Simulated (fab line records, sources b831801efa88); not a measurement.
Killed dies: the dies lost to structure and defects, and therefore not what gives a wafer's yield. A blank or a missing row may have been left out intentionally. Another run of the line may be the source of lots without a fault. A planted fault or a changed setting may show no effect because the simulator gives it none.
fab line records    flow sky130
[record] lots = 7  wafers = 21  lastDay = 50
route steps=708 shown METAL1@441 PAD_OPEN@708
lots that met no fault: from a run of the same line without faults
startH: the number of hours between the record's first day and the start of the first shown wafer of the lot    waitH: hours since the lot's step before    " the same as in the row above    L1.1+2: one row covering several wafers at once    - no value, or no start given    * or withheld: withheld    < > ~ a bound
route shown NAME@n: names a module that has steps shown in the file, with the first one's number in the route    usual: the fault-free wafers' mean and standard deviation    same: alike in all rows    chamber/n: place in a boat    sites: each site's reading    _std_site: how widely they spread, as a standard deviation    _edge_site: mean of outer sites minus mean of inner sites    radiusMm: how far each site lies from the wafer's centre    mask NAME#n: copy n    behind: the most recent tool/chamber to have shaped the wafer    hold: the reason the lot was held/the length of the hold in hours/how it ended    device: whichever transistor did not switch (one of n, p or np)    end of line: at the end of the route, the tests of the same wafers    for a step that has no rows: nothing shown but its recipe    killed: at the first sort, the dies lost to defects and structure; wafer yield is something else    map: shows each die of a wafer: x if killed, . if not, _ if none is there
set.NAME: the setting that was run; set.NAME@STEP: the one run at that earlier step    model.NAME: the simulator's own value behind a step, which no gauge read
lots at some steps of the route; a table a step, a row a wafer
services: when a tool's chamber went out of use (startH, in hours from the record's first day, below 0 if earlier), for how many hours, and the reason
[[steps]]
[step SKY_METAL1_DEHYDRATE_07]
[recipe] tempC = 200  timeS = 60
[step SKY_METAL1_HMDS_08]
[recipe] primeTimeS = 60  primeTempC = 120
[step SKY_METAL1_COAT_09]
[recipe] resist = BARC  tempC = withheld  timeS = withheld  spinRpm = 3000  resistThkNm = 60
[step SKY_METAL1_COAT_10]
[recipe] resist = KrF-thick  spinRpm = 3000  resistThkNm = 450
[step SKY_METAL1_SOFTBAKE_11]
[recipe] tempC = 100  timeS = 90  resist = KrF-thick
[step SKY_METAL1_EXPOSE_12]
[recipe] maskId = MM1  na = 0.8  sourceShape = annular  sigmaInner = 0.55  sigmaOuter = 0.85  targetCdNm = 140  doseMj = 28
[step SKY_METAL1_PEB_13]
[recipe] pebTempC = withheld  pebTimeS = withheld  resist = KrF-thick
[step SKY_METAL1_DEVELOP_14]
[recipe] developTimeS = 60  resist = KrF-thick  devTempC = 21
[step SKY_METAL1_CD_MEAS_15]
[recipe] targetCdNm = 140
[usual] cdNm = 139.9/1.6
lot.wafer  tool      chamber  startH  waitH  cdNm
L992.1     cdSem-01  -        789.43  -      140.6
L992.4     "         -        "       "      141.2
L992.6     "         -        "       "      141.8
L994.3     cdSem-01  -        803.04  -      140.8
L994.4     "         -        "       "      140.2
L994.5     "         -        "       "      141.1
L999.2     cdSem-01  -        836.73  -      138.6
L999.3     "         -        "       "      139.3
L999.4     "         -        "       "      141.0
L105.2     cdSem-01  -        873.67  -      139.8
L105.4     "         -        "       "      139.1
L105.6     "         -        "       "      139.8
L104.1     cdSem-01  -        875.66  -      142.9
L104.5     "         -        "       "      142.3
L104.6     "         -        "       "      142.3
L107.2     cdSem-02  -        894.85  -      140.3
L107.4     "         -        "       "      139.6
L107.5     "         -        "       "      140.6
L113.1     cdSem-02  -        931.65  -      140.1
L113.2     "         -        "       "      141.5
L113.6     "         -        "       "      139.7
[step SKY_METAL1_OVL_MEAS_16]
[usual] METAL1_OVL = 5/5.8
lot.wafer  tool        chamber  startH  waitH  METAL1_OVL[nm]
L992.1     overlay-02  -        789.55  0.1    2
L992.4     "           -        "       "      7
L992.6     "           -        "       "      18
L994.3     overlay-01  -        803.14  0.1    2
L994.4     "           -        "       "      5
L994.5     "           -        "       "      4
L999.2     overlay-02  -        836.83  0.1    -4
L999.3     "           -        "       "      9
L999.4     "           -        "       "      4
L105.2     overlay-02  -        873.78  0.1    8
L105.4     "           -        "       "      2
L105.6     "           -        "       "      3
L104.1     overlay-02  -        875.78  0.1    1
L104.5     "           -        "       "      10
L104.6     "           -        "       "      15
L107.2     overlay-02  -        894.96  0.1    6
L107.4     "           -        "       "      4
L107.5     "           -        "       "      -4
L113.1     overlay-02  -        931.77  0.1    13
L113.2     "           -        "       "      11
L113.6     "           -        "       "      18
[step SKY_METAL1_DESCUM_17]
[recipe] chemistry = O2  sourcePowerW = 150  biasPowerW = 0  pressureMtorr = 10  tempC = 40  timeS = 8
[usual] drypumpMotorCurrentA = 5.5/0.43  oesProductAu = 1.008/0.011
lot.wafer  tool         chamber  startH  waitH  drypumpMotorCurrentA  oesProductAu  rfHoursCounterH
L992.1     rieMetal-03  0        789.59  0.0    5.3                   1.001         12
L992.4     "            0        "       "      5.2                   0.996         -
L992.6     "            0        "       "      5.3                   0.993         -
L994.3     rieMetal-04  1        803.17  0.0    5.8                   1.002         -
L994.4     "            0        "       "      4.8                   1.014         -
L994.5     "            1        "       "      5.8                   1.002         -
L999.2     rieMetal-03  1        836.86  0.0    6.0                   1.018         1
L999.3     "            1        "       "      6.0                   1.015         -
L999.4     "            0        "       "      5.3                   1.002         -
L105.2     rieMetal-03  1        873.81  0.0    6.0                   1.002         2
L105.4     "            0        "       "      5.3                   0.999         -
L105.6     "            1        "       "      6.0                   1.012         -
L104.1     rieMetal-03  0        875.82  0.0    5.2                   0.997         15
L104.5     "            1        "       "      6.0                   1.002         -
L104.6     "            0        "       "      5.3                   0.995         -
L107.2     rieMetal-01  0        894.99  0.0    5.1                   1.028         3
L107.4     "            0        "       "      5.1                   1.032         -
L107.5     "            0        "       "      5.1                   1.022         -
L113.1     rieMetal-01  1        931.81  0.0    5.9                   1.002         15
L113.2     "            0        "       "      5.1                   1.020         4
L113.6     "            1        "       "      6.0                   1.007         -
[step SKY_METAL1_ETCH_18]
[recipe] chemistry = N2/H2  target = BARC  ionEnergyEv = 200  biasW = 100  pressureMtorr = 30  n2FlowSccm = 100  h2FlowSccm = 200  icpW = 500  stopOn = SiO2  timeS = 45.9  targetDepthA = 600
[usual] biasW = 100.0/0.31  drypumpMotorCurrentA = 5.6/0.43  oesProductAu = 0.855/0.0043  throttleValvePct = 13.225/0.0091
lot.wafer  tool         chamber  startH  waitH  biasW  drypumpMotorCurrentA  oesProductAu  rfHoursCounterH  throttleValvePct
L992.1     rieMetal-03  0        789.65  0.1    100.1  5.3                   0.862         12               13.214
L992.4     "            0        "       "      100.2  5.3                   0.853         -                13.214
L992.6     "            0        "       "      100.1  5.3                   0.860         -                13.229
L994.3     rieMetal-04  1        803.21  0.0    100.2  5.8                   0.855         -                13.211
L994.4     "            0        "       "      100.2  4.8                   0.852         -                13.225
L994.5     "            1        "       "      100.3  5.8                   0.858         -                13.231
L999.2     rieMetal-03  1        836.89  0.0    100.2  6.0                   0.852         1                13.228
L999.3     "            1        "       "      100.5  6.0                   0.856         -                13.221
L999.4     "            0        "       "      99.6   5.3                   0.856         -                13.227
L105.2     rieMetal-03  1        873.84  0.0    99.8   6.0                   0.856         2                13.232
L105.4     "            0        "       "      99.7   5.3                   0.856         -                13.227
L105.6     "            1        "       "      99.7   6.0                   0.854         -                13.251
L104.1     rieMetal-03  0        875.85  0.0    100.4  5.3                   0.854         15               13.227
L104.5     "            1        "       "      100.5  6.0                   0.848         -                13.226
L104.6     "            0        "       "      100.4  5.3                   0.851         -                13.229
L107.2     rieMetal-01  0        895.02  0.0    99.9   5.1                   0.864         3                13.243
L107.4     "            0        "       "      100.1  5.1                   0.856         -                13.227
L107.5     "            0        "       "      100.5  5.1                   0.853         -                13.227
L113.1     rieMetal-01  1        931.84  0.0    99.6   5.9                   0.852         15               13.220
L113.2     "            0        "       "      99.9   5.1                   0.863         4                13.235
L113.6     "            1        "       "      99.7   6.0                   0.852         -                13.227
[step SKY_METAL1_METAL_ETCH_19]
[recipe] targetDepthA = 3600  stopOn = SiO2  overEtchFrac = 0.3  timeS = 78  chemistry = Cl2/BCl3  resistSidewallDeg = 88  pressureMtorr = 10  icpW = 900  biasW = 48.5  Cl2_flow_sccm = 60  bcl3FlowSccm = 30
[usual] biasW = 48.50/0.13  drypumpMotorCurrentA = 5.5/0.42  oesProductAu = 0.854/0.0063  throttleValvePct = 22.265/0.0088
lot.wafer  tool         chamber  startH  waitH  biasW  drypumpMotorCurrentA  oesProductAu  rfHoursCounterH  throttleValvePct  model.KrF-thick_of_METAL1_COAT_10.thkNm
L992.1     rieMetal-03  0        789.78  0.1    48.49  5.3                   0.857         12               22.259            159.9
L992.4     "            0        "       "      48.48  5.2                   0.848         -                22.275            159.3
L992.6     "            0        "       "      48.67  5.3                   0.848         -                22.254            159.9
L994.3     rieMetal-04  1        803.28  0.1    48.57  5.8                   0.845         -                22.261            159.5
L994.4     "            0        "       "      48.40  4.8                   0.852         -                22.264            153.9
L994.5     "            1        "       "      48.49  5.8                   0.860         -                22.267            162.2
L999.2     rieMetal-03  1        836.96  0.0    48.61  6.0                   0.850         1                22.279            152.8
L999.3     "            1        "       "      48.43  6.0                   0.865         -                22.284            152.5
L999.4     "            0        "       "      42.22  5.2                   0.848         -                22.264            173.1
L105.2     rieMetal-03  1        873.90  0.0    48.73  6.0                   0.848         2                22.259            155.9
L105.4     "            0        "       "      42.24  5.2                   0.848         -                22.258            174.2
L105.6     "            1        "       "      48.60  6.0                   0.855         -                22.261            157.2
L104.1     rieMetal-03  0        875.92  0.0    42.13  5.3                   0.851         15               22.259            171.1
L104.5     "            1        "       "      48.38  6.0                   0.857         -                22.262            153.4
L104.6     "            0        "       "      42.32  5.3                   0.852         -                22.255            171.6
L107.2     rieMetal-01  0        895.08  0.0    48.57  5.1                   0.859         3                22.256            146.9
L107.4     "            0        "       "      48.69  5.1                   0.866         -                22.275            148
L107.5     "            0        "       "      48.71  5.1                   0.862         -                22.265            146.9
L113.1     rieMetal-01  1        931.91  0.0    48.46  5.9                   0.856         15               22.263            154.6
L113.2     "            0        "       "      48.50  5.1                   0.853         4                22.253            148.3
L113.6     "            1        "       "      48.59  5.9                   0.857         -                22.276            155.1
[step SKY_METAL1_STRIP_20]
[recipe] chemistry = O2/N2  powerW = 1400  pressureMtorr = 1500  platenTempC = withheld  o2FlowSccm = 3000  n2FlowSccm = 300  overashFraction = 0.5
[usual] drypumpMotorCurrentA = 5.9/0.48  oesProductAu = 0.342/0.0052  stripTimeToEndpointS = 2.66/0.044
lot.wafer  tool            chamber  startH  waitH  drypumpMotorCurrentA  oesProductAu  rfHoursCounterH  stripTimeToEndpointS
L992.1     plasmaAsher-01  1        789.96  0.1    5.6                   0.343         4                2.71
L992.4     "               1        "       "      5.6                   0.342         -                2.70
L992.6     "               1        "       "      5.6                   0.343         -                2.71
L994.3     plasmaAsher-03  0        803.38  0.1    4.9                   0.351         -                2.70
L994.4     "               1        "       "      6.3                   0.339         -                2.65
L994.5     "               1        "       "      6.3                   0.342         -                2.73
L999.2     plasmaAsher-01  1        837.05  0.1    5.6                   0.344         10               2.64
L999.3     "               0        "       "      6.4                   0.343         -                2.62
L999.4     "               1        "       "      5.6                   0.355         -                2.87
L105.2     plasmaAsher-01  0        873.99  0.1    6.4                   0.343         13               2.66
L105.4     "               0        "       "      6.4                   0.347         -                2.85
L105.6     "               0        "       "      6.4                   0.343         -                2.69
L104.1     plasmaAsher-03  1        876.01  0.1    6.3                   0.351         74               2.83
L104.5     "               0        "       "      4.9                   0.341         -                2.62
L104.6     "               1        "       "      6.3                   0.358         -                2.85
L107.2     plasmaAsher-01  1        895.17  0.1    5.6                   0.337         16               2.55
L107.4     "               1        "       "      5.6                   0.341         -                2.60
L107.5     "               1        "       "      5.6                   0.333         -                2.58
L113.1     plasmaAsher-01  0        932.00  0.1    6.4                   0.340         19               2.66
L113.2     "               1        "       "      5.6                   0.340         19               2.58
L113.6     "               1        "       "      5.6                   0.347         -                2.65
[step SKY_METAL1_STRIP_21]
[recipe] chemistry = postEtchResidueRemover  timeS = 1200  tempC = 72.5
[step SKY_PAD_OPEN_PROBE_99]
[usual] defectLimitedYield = 82.3/1.8  killed_at_M0_to_M3 = 43/7  killed_at_M4_up = 3.1/1.9  killedAtContacts = 25/6.1  killedAtFrontEnd = 15/4.5  killedAtOther = 0.3/0.55  killedDies = 87/8.9  killedOpen = 47/6.4  killedShort = 40/6.6  sort_bin_3_pad_short = 0.9/0.42  sort_bin_5_function = 10.4/1.4  sort_bin_6_memory = 6.5/1.1  sortNPass = 405/8.9  sortYieldPct = 82.3/1.8
[same] grossDies = 492  killedAtBackSide = 0  sort_bin_4_leakage[%] = 0  sort_bin_8_speed[%] = 0
lot.wafer  tool       chamber  startH   waitH  defectLimitedYield[%]  killed_at_M0_to_M3  killed_at_M4_up  killedAtContacts  killedAtFrontEnd  killedAtOther  killedDies  killedOpen  killedShort  sort_bin_3_pad_short[%]  sort_bin_5_function[%]  sort_bin_6_memory[%]  sortNPass  sortYieldPct[%]
L992.1     prober-01  -        1098.43  0.1    82.9                   50                  2                21                11                0              84          51          33           0.4                      11.2                    5.5                   408        82.9
L992.4     prober-01  -        1098.58  0.2    84.6                   32                  1                24                19                0              76          46          30           1.2                      8.5                     5.7                   416        84.6
L992.6     prober-01  -        1098.68  0.2    83.9                   40                  3                21                15                0              79          37          42           1.0                      8.5                     6.5                   413        83.9
L104.1     prober-01  -        1161.37  0.1    85.8                   33                  2                18                16                1              70          35          35           0.4                      9.3                     4.5                   422        85.8
L104.5     prober-01  -        1161.57  0.2    84.6                   33                  4                18                21                0              76          30          45           0.8                      8.7                     5.9                   416        84.6
L104.6     prober-01  -        1161.62  0.2    82.3                   52                  1                22                12                0              87          55          31           0.8                      8.9                     7.9                   405        82.3
L107.2     prober-02  -        1178.61  0.1    81.9                   47                  2                14                26                0              89          53          36           1.0                      10.6                    6.5                   403        81.9
L107.4     prober-02  -        1178.71  0.2    82.5                   34                  6                29                17                0              86          46          40           1.0                      11.4                    5.1                   406        82.5
L107.5     prober-02  -        1178.76  0.2    80.5                   39                  2                37                18                0              96          47          49           1.6                      11.6                    6.3                   396        80.5
L113.1     prober-01  -        1198.71  0.1    83.9                   38                  2                23                16                0              79          38          41           1.0                      8.9                     6.1                   413        83.9
L113.2     prober-01  -        1198.76  0.1    83.5                   48                  1                23                9                 0              81          47          34           0.8                      9.8                     5.9                   411        83.5
L113.6     prober-01  -        1198.96  0.2    78.3                   53                  8                26                20                0              107         53          54           1.0                      12.8                    7.9                   385        78.3
// killed by level:class
L992.1 VIA1:geometricParticle:open=21 CONTACT:geometricParticle:open=11 LI_CONTACT:geometricParticle:short=6 METAL1:geometricParticle:short=6 METAL2:geometricParticle:short=5 METAL2:geometricParticle:open=4 VIA2:geometricParticle:open=4 VIA3:geometricParticle:open=4
L992.4 CONTACT:geometricParticle:open=9 LI_CONTACT:geometricParticle:open=7 VIA1:geometricParticle:open=7 FIELD_ISO:geometricParticle:open=6 VIA3:geometricParticle:open=5 FIELD_ISO:geometricParticle:short=4 METAL1:geometricParticle:short=4 VIA1:geometricParticle:short=4
L992.6 VIA1:geometricParticle:open=13 LI_CONTACT:geometricParticle:open=10 VIA1:geometricParticle:short=8 VIA2:geometricParticle:short=5 FIELD_ISO:geometricParticle:short=4 CONTACT:geometricParticle:open=4 VIA2:geometricParticle:open=4 FIELD_ISO:geometricParticle:open=3
L104.1 FIELD_ISO:geometricParticle:short=7 CONTACT:geometricParticle:open=7 VIA3:geometricParticle:open=7 VIA2:geometricParticle:open=6 LI_CONTACT:geometricParticle:open=5 METAL2:geometricParticle:short=5 POLY_GATE:geometricParticle:short=4 POLY_GATE:geometricParticle:open=3
L104.5 CONTACT:geometricParticle:open=8 FIELD_ISO:geometricParticle:short=7 METAL2:geometricParticle:short=6 METAL3:geometricParticle:short=6 VIA1:geometricParticle:short=5 CONTACT:geometricParticle:short=4 METAL4:geometricParticle:short=4 POLY_GATE:geometricParticle:open=3
L104.6 VIA1:geometricParticle:open=12 VIA2:geometricParticle:open=10 VIA3:geometricParticle:open=7 METAL1:geometricParticle:short=6 METAL2:geometricParticle:short=6 CONTACT:geometricParticle:short=5 CONTACT:geometricParticle:open=5 POLY_GATE:geometricParticle:open=4
L107.2 VIA1:geometricParticle:open=12 VIA2:geometricParticle:open=11 VIA1:geometricParticle:short=7 CONTACT:geometricParticle:open=6 FIELD_ISO:geometricParticle:open=6 POLY_GATE:geometricParticle:open=6 FIELD_ISO:geometricParticle:short=5 POLY_GATE:geometricParticle:short=5
L107.4 CONTACT:geometricParticle:open=13 VIA1:geometricParticle:open=9 FIELD_ISO:geometricParticle:open=6 CONTACT:geometricParticle:short=6 METAL4:geometricParticle:short=6 FIELD_ISO:geometricParticle:short=5 LI_CONTACT:geometricParticle:open=5 VIA2:geometricParticle:open=5
L107.5 CONTACT:geometricParticle:open=14 VIA2:geometricParticle:open=8 METAL2:geometricParticle:short=8 VIA1:geometricParticle:open=7 LI_CONTACT:geometricParticle:short=6 LI_CONTACT:geometricParticle:open=6 CONTACT:geometricParticle:short=6 FIELD_ISO:geometricParticle:short=5
L113.1 CONTACT:geometricParticle:open=9 VIA1:geometricParticle:open=9 METAL2:geometricParticle:short=8 FIELD_ISO:geometricParticle:short=6 LOCAL_INTERCONNECT:geometricParticle:short=5 METAL1:geometricParticle:short=5 POLY_GATE:geometricParticle:short=4 LI_CONTACT:geometricParticle:open=4
L113.2 VIA3:geometricParticle:open=10 VIA1:geometricParticle:open=9 CONTACT:geometricParticle:short=6 METAL2:geometricParticle:short=6 FIELD_ISO:geometricParticle:open=5 CONTACT:geometricParticle:open=5 VIA2:geometricParticle:short=5 VIA3:geometricParticle:short=5
L113.6 VIA1:geometricParticle:open=14 LI_CONTACT:geometricParticle:open=7 CONTACT:geometricParticle:open=7 METAL2:geometricParticle:short=7 FIELD_ISO:geometricParticle:short=6 VIA1:geometricParticle:short=6 METAL4:geometricParticle:short=6 VIA2:geometricParticle:short=6
[[services]]
tool            chamber  startH  hours  kind
rieMetal-03     1        772.83  -      clean
rieMetal-03     1        772.83  29.4   scheduledDown
rieMetal-03     1        772.83  29.4   ventCycle
plasmaAsher-03  -        799.25  2.8    pm
rieMetal-01     0        811.92  -      clean
rieMetal-01     0        811.92  17.6   scheduledDown
rieMetal-01     0        811.92  17.6   ventCycle
rieMetal-01     0        865.41  6.5    repair
rieMetal-03     0        888.93  -      clean
rieMetal-03     0        888.93  16.9   scheduledDown
rieMetal-03     0        888.93  16.9   ventCycle
rieMetal-04     -        902.57  0.6    repair
plasmaAsher-01  -        905.04  2.8    pm
[[key]]
[firstSign] step = SKY_METAL1_METAL_ETCH_19  reading = biasW  direction = down  sigmas = 49  usual = 48.50  struck = 42.23
[effect] step = SKY_METAL1_STRIP_20  reading = stripTimeToEndpointS  direction = up  sigmas = 4.4  usual = *  struck = *
[modelEffect] step = SKY_METAL1_METAL_ETCH_19  value = KrF-thick_of_METAL1_COAT_10.thkNm  without = 159.3  struck = 172.5
metAt SKY_METAL1_METAL_ETCH_19
struckWafers L999.4,L104.1,L104.6,L105.4
onsetBetween 789.78 836.96
[fault] kind = processParameterDrift  tool = rieMetal-03  chamber = 0  onsetH = 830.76  steps = SKY_METAL1_METAL_ETCH_19  channel = biasW  offset = -6.2995  shape = step  endH = 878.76  actsIn = theseRecipesOnly  stated = 48.5
